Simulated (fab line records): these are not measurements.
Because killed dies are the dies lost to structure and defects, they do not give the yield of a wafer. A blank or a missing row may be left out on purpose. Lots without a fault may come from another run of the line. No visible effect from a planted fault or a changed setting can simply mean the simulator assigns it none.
Check for tools in common :: flow gf180mcu :: Sampled: 13 lots, 39 wafers

== REASON FOR OPENING ==
2 of 13 lots carry a flag on the reading VT_IMPLANT_2_TW at GF_VT_IMPLANT_TW_MEAS_21. No-fault wafers: 1213, standard deviation 4.7.
Rule: a lot gets a flag if all its wafers with a number sit over 4 standard deviations from that mean, or if no wafer of it has a number. The rest of the lots are taken to be sound.

lot: L696
measured: day 6 08:23
on: film_metro-02
VT_IMPLANT_2_TW, wafer by wafer: 1216 1210 1211
flag: 

lot: L697
measured: day 6 15:53
on: film_metro-04
VT_IMPLANT_2_TW, wafer by wafer: 1210 1214 1207
flag: 

lot: L699
measured: day 7 03:20
on: film_metro-01
VT_IMPLANT_2_TW, wafer by wafer: 1215 1214 1214
flag: 

lot: L701
measured: day 7 21:52
on: film_metro-01
VT_IMPLANT_2_TW, wafer by wafer: 1274 1266 1269
flag: FLAGGED

lot: L703
measured: day 8 12:59
on: film_metro-02
VT_IMPLANT_2_TW, wafer by wafer: 1271 1279 1275
flag: FLAGGED

lot: L708
measured: day 9 23:52
on: film_metro-01
VT_IMPLANT_2_TW, wafer by wafer: 1215 1222 1220
flag: 

lot: L709
measured: day 10 00:11
on: film_metro-04
VT_IMPLANT_2_TW, wafer by wafer: 1211 1218 1211
flag: 

lot: L713
measured: day 11 01:34
on: film_metro-01
VT_IMPLANT_2_TW, wafer by wafer: 1210 1215 1221
flag: 

lot: L714
measured: day 11 05:38
on: film_metro-01
VT_IMPLANT_2_TW, wafer by wafer: 1214 1212 1212
flag: 

lot: L715
measured: day 11 10:50
on: film_metro-01
VT_IMPLANT_2_TW, wafer by wafer: 1212 1211 1215
flag: 

lot: L716
measured: day 11 19:44
on: film_metro-04
VT_IMPLANT_2_TW, wafer by wafer: 1203 1205 1211
flag: 

lot: L717
measured: day 12 02:26
on: film_metro-02
VT_IMPLANT_2_TW, wafer by wafer: 1218 1220 1219
flag: 

lot: L718
measured: day 12 07:35
on: film_metro-02
VT_IMPLANT_2_TW, wafer by wafer: 1215 1218 1218
flag: 
The mean of the flagged lots' numbers is 1272, +59 from the usual (+13 standard deviations).

== TOOL THAT RAN EACH LOT ==
Before the reading, the record contains 2 process steps out of a 602-step route. Every cell lists first the tool, next ch and the chambers used by the sampled wafers, and last the start.
lot: L696
flag: 
GF_VT_IMPLANT_STRIP_09: plasma_asher-04 ch 0,1, day 5 17:37
GF_VT_IMPLANT_IMPLANT_19: implanter-02 ch 0, day 6 08:08

lot: L697
flag: 
GF_VT_IMPLANT_STRIP_09: plasma_asher-03 ch 0,1, day 6 00:16
GF_VT_IMPLANT_IMPLANT_19: implanter-01 ch 0, day 6 15:40

lot: L699
flag: 
GF_VT_IMPLANT_STRIP_09: plasma_asher-02 ch 0,1, day 6 11:44
GF_VT_IMPLANT_IMPLANT_19: implanter-04 ch 0, day 7 03:07

lot: L701
flag: FLAGGED
GF_VT_IMPLANT_STRIP_09: plasma_asher-02 ch 0, day 7 06:05
GF_VT_IMPLANT_IMPLANT_19: implanter-02 ch 0, day 7 21:37

lot: L703
flag: FLAGGED
GF_VT_IMPLANT_STRIP_09: plasma_asher-04 ch 0,1, day 7 21:08
GF_VT_IMPLANT_IMPLANT_19: implanter-02 ch 0, day 8 12:44

lot: L708
flag: 
GF_VT_IMPLANT_STRIP_09: plasma_asher-02 ch 0,1, day 9 05:49
GF_VT_IMPLANT_IMPLANT_19: implanter-04 ch 0, day 9 23:37

lot: L709
flag: 
GF_VT_IMPLANT_STRIP_09: plasma_asher-02 ch 1, day 9 06:28
GF_VT_IMPLANT_IMPLANT_19: implanter-01 ch 0, day 9 23:56

lot: L713
flag: 
GF_VT_IMPLANT_STRIP_09: plasma_asher-02 ch 0,1, day 10 07:20
GF_VT_IMPLANT_IMPLANT_19: implanter-02 ch 0, day 11 01:19

lot: L714
flag: 
GF_VT_IMPLANT_STRIP_09: plasma_asher-04 ch 0,1, day 10 10:50
GF_VT_IMPLANT_IMPLANT_19: implanter-02 ch 0, day 11 05:23

lot: L715
flag: 
GF_VT_IMPLANT_STRIP_09: plasma_asher-02 ch 1, day 10 16:23
GF_VT_IMPLANT_IMPLANT_19: implanter-02 ch 0, day 11 10:35

lot: L716
flag: 
GF_VT_IMPLANT_STRIP_09: plasma_asher-02 ch 0,1, day 11 01:11
GF_VT_IMPLANT_IMPLANT_19: implanter-01 ch 0, day 11 19:31

lot: L717
flag: 
GF_VT_IMPLANT_STRIP_09: plasma_asher-04 ch 0,1, day 11 08:05
GF_VT_IMPLANT_IMPLANT_19: implanter-04 ch 0, day 12 02:11

lot: L718
flag: 
GF_VT_IMPLANT_STRIP_09: plasma_asher-02 ch 0, day 11 11:59
GF_VT_IMPLANT_IMPLANT_19: implanter-02 ch 0, day 12 07:22
What these steps do:
- GF_VT_IMPLANT_STRIP_09: strips in O2/N2.
- GF_VT_IMPLANT_IMPLANT_19
- GF_VT_IMPLANT_TW_MEAS_21

== FLAGGED OVER TOTAL, TOOL BY TOOL (the gauges that took the reading come last) ==
step: GF_VT_IMPLANT_STRIP_09
tool: plasma_asher-02
lots run: 8
flagged: 1
share of the flagged lots: some
sound lots run after its first flagged lot: 6 (L708,L709,L713,L715,L716,L718)

step: GF_VT_IMPLANT_STRIP_09
tool: plasma_asher-03
lots run: 1
flagged: 0
share of the flagged lots: none
sound lots run after its first flagged lot: -

step: GF_VT_IMPLANT_STRIP_09
tool: plasma_asher-04
lots run: 4
flagged: 1
share of the flagged lots: some
sound lots run after its first flagged lot: 2 (L714,L717)

step: GF_VT_IMPLANT_IMPLANT_19
tool: implanter-01
lots run: 3
flagged: 0
share of the flagged lots: none
sound lots run after its first flagged lot: -

step: GF_VT_IMPLANT_IMPLANT_19
tool: implanter-02
lots run: 7
flagged: 2
share of the flagged lots: all
sound lots run after its first flagged lot: 4 (L713,L714,L715,L718)

step: GF_VT_IMPLANT_IMPLANT_19
tool: implanter-04
lots run: 3
flagged: 0
share of the flagged lots: none
sound lots run after its first flagged lot: -

step: GF_VT_IMPLANT_TW_MEAS_21
tool: film_metro-01
lots run: 6
flagged: 1
share of the flagged lots: some
sound lots run after its first flagged lot: 4 (L708,L713,L714,L715)

step: GF_VT_IMPLANT_TW_MEAS_21
tool: film_metro-02
lots run: 4
flagged: 1
share of the flagged lots: some
sound lots run after its first flagged lot: 2 (L717,L718)

step: GF_VT_IMPLANT_TW_MEAS_21
tool: film_metro-04
lots run: 3
flagged: 0
share of the flagged lots: none
sound lots run after its first flagged lot: -

== WHAT THE TABLE ALLOWS ==
All flagged lots share 1 row of the table, namely implanter-02 at GF_VT_IMPLANT_IMPLANT_19.
- implanter-02 at GF_VT_IMPLANT_IMPLANT_19: 2 of its 7 lots flagged. After the first flagged lot (L713, L714, L715, L718), sound lots still ran on it; a lasting fault on the whole tool would not permit that. Its own readings (beam_energy_keV) fall more than 4 standard deviations out on all wafers of the flagged lots.
No row of the table ran every flagged lot and no sound lot after the first.

== WHAT WAS PUT IN BY THE SIMULATOR ==
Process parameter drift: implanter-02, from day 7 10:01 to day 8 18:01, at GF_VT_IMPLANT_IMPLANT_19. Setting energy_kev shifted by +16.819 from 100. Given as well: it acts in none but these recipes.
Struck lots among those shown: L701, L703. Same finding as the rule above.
